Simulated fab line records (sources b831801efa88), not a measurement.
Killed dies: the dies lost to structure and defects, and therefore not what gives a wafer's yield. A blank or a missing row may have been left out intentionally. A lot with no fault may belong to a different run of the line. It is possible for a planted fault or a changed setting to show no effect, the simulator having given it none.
Which tool was responsible?	flow sky130	42 wafers from 14 lots sampled at 4 of the route's 708 steps

== WHAT EACH GAUGE READ, for each wafer ==
SKY_VT_ADJUST_PCH_TW_MEAS_10. Usual: VT_ADJUST_PCH_TW typically reads 142.3, with standard deviation 0.87.
lot	measured	on	VT_ADJUST_PCH_TW	flag
L978	day 10 03:16	film metro-03	141.2 141.7 141.2	
L980	day 11 01:59	film metro-03	142.0 142.2 141.3	
L981	day 11 15:05	film metro-04	143.0 141.8 144.1	
L984	day 12 13:28	film metro-01	141.8 141.6 142.4	
L988	day 13 10:22	film metro-01	141.9 143.1 142.7	
L990	day 13 20:16	film metro-01	142.5 142.1 141.1	
L992	day 14 09:49	film metro-01	143.5 142.4 143.1	
L993	day 14 18:40	film metro-01	143.0 142.6 142.9	
L994	day 15 06:10	film metro-03	140.9 141.6 141.1	
L995	day 15 09:01	film metro-01	142.6 142.2 141.8	
L997	day 16 05:34	film metro-01	141.8 142.1 142.1	
L998	day 16 14:22	film metro-03	142.1 142.4 141.9	
L999	day 17 00:19	film metro-01	141.5 141.6 141.2	
L100	day 17 01:58	film metro-04	144.5 143.3 143.6	

SKY_SONOS_ONO_THK_MEAS_05. Usual: SONOS_ONO_CVD_04_THK typically reads 5.70 nm, with standard deviation 0.09.
lot	measured	on	SONOS_ONO_CVD_04_THK (nm)	flag
L978	day 11 08:35	film metro-01	5.79 5.75 5.81	
L980	day 12 10:37	film metro-04	5.55 5.67 5.67	
L981	day 13 17:02	film metro-02	5.80 5.62 5.72	
L984	day 13 20:36	film metro-02	5.75 5.76 5.86	
L988	day 14 18:23	film metro-04	5.66 5.72 5.78	
L990	day 15 07:02	film metro-02	5.75 5.81 5.80	
L992	day 15 23:55	film metro-04	5.68 5.77 5.79	
L993	day 16 05:08	film metro-02	5.72 5.70 5.62	
L994	day 16 13:52	film metro-02	5.59 5.72 5.60	
L995	day 16 19:21	film metro-02	5.82 5.78 5.73	
L997	day 17 14:46	film metro-02	5.87 5.75 5.80	
L998	day 18 02:11	film metro-01	5.73 5.65 5.63	
L999	day 18 10:34	film metro-01	5.59 5.68 5.64	
L100	day 18 14:45	film metro-04	5.70 5.72 5.76	

SKY_POLY_GATE_CD_MEAS_13: the cd target is 150 nm. Usual: 149.6 nm for cd nm, sd 1.4.
lot	measured	on	cd nm (nm)	flag
L978	day 16 02:11	cd sem-02	147.4 148.1 147.6	
L980	day 17 19:01	cd sem-01	150.7 151.7 151.2	
L981	day 18 23:28	cd sem-02	149.4 149.6 150.9	
L984	day 19 00:04	cd sem-02	149.4 149.1 148.8	
L988	day 19 23:19	cd sem-01	147.9 148.0 149.3	
L990	day 20 11:05	cd sem-02	148.7 148.5 149.1	
L992	day 21 05:29	cd sem-01	149.2 149.6 147.9	
L993	day 21 11:10	cd sem-01	148.7 150.0 147.3	
L994	day 21 20:18	cd sem-02	151.8 150.8 151.1	
L995	day 21 23:28	cd sem-01	148.7 149.2 148.6	
L997	day 23 14:32	cd sem-01	150.4 150.2 148.8	
L998	day 23 20:14	cd sem-01	146.8 148.1 148.9	
L999	day 23 22:47	cd sem-02	150.8 150.4 150.8	
L100	day 23 22:34	cd sem-02	150.2 150.7 150.8	

== WHAT TOOL EACH LOT RAN ON (gives the tool, then ch and the chambers of the sampled wafers, and finally the start) ==
lot	SKY_RES_PROTECT_SOFTBAKE_03
L978	litho track-03 ch 0, day 14 09:36
L980	litho track-02 ch 0, day 15 21:37
L981	litho track-02 ch 0, day 16 23:10
L984	litho track-03 ch 0, day 17 00:46
L988	litho track-03 ch 0, day 17 22:34
L990	litho track-03 ch 0, day 18 11:21
L992	litho track-01 ch 0, day 19 06:14
L993	litho track-02 ch 0, day 19 11:31
L994	litho track-02 ch 0, day 19 22:16
L995	litho track-02 ch 0, day 20 02:19
L997	litho track-03 ch 0, day 21 03:11
L998	litho track-01 ch 0, day 21 14:11
L999	litho track-02 ch 0, day 21 20:45
L100	litho track-01 ch 0, day 22 00:00
- SKY_RES_PROTECT_SOFTBAKE_03: time 60 s.

== AS READ BY THE TOOLS THEMSELVES (means over the sampled wafers that have a number; for cases with no such wafer, the mark the record gives instead) ==
SKY_RES_PROTECT_SOFTBAKE_03. Usual: chill plate temp C 22.99 C, standard deviation 0.11; heater power total W 56.60 W, standard deviation 0.041; resist line temp C 22.99 C, standard deviation 0.1.
lot	tool	chill plate temp C (C)	heater power total W (W)	resist line temp C (C)	flag
L978	litho track-03	22.97	56.59	22.87	
L980	litho track-02	22.92	56.59	22.96	
L981	litho track-02	23.09	56.60	22.96	
L984	litho track-03	23.04	56.65	23.01	
L988	litho track-03	22.94	57.77	22.99	OFF
L990	litho track-03	22.95	57.72	22.94	OFF
L992	litho track-01	23.03	56.60	22.94	
L993	litho track-02	23.06	56.58	22.98	
L994	litho track-02	22.88	56.62	23.06	
L995	litho track-02	23.06	56.62	22.97	
L997	litho track-03	22.83	56.60	23.04	
L998	litho track-01	23.11	56.61	23.02	
L999	litho track-02	22.94	56.63	23.01	
L100	litho track-01	23.06	56.56	23.18	

== THE ANSWER, worked out from the rows above alone ==
Rule: lot off if the mean of its wafers having a number is beyond 3 standard deviations from the usual mean. A lot without any number at a reading at which 4 lots or more have one is off too. Any other lot the step has rows for is counted as sound. After the gauges, taken in route order, come the tools' own readings; for these a lot's mean is taken, as printed above. At the first step where some lot is off, the reading lying furthest off is the one used; lots without a number count as furthest.
Off at SKY_RES_PROTECT_SOFTBAKE_03 (heater power total W): L988, L990.
If a tool, at that step or one of the process steps before it, ran each lot that is off and ran no sound lot following the first of them, it fits. None of those tried fits.

== WHAT THE SIMULATOR HAD PUT IN ==
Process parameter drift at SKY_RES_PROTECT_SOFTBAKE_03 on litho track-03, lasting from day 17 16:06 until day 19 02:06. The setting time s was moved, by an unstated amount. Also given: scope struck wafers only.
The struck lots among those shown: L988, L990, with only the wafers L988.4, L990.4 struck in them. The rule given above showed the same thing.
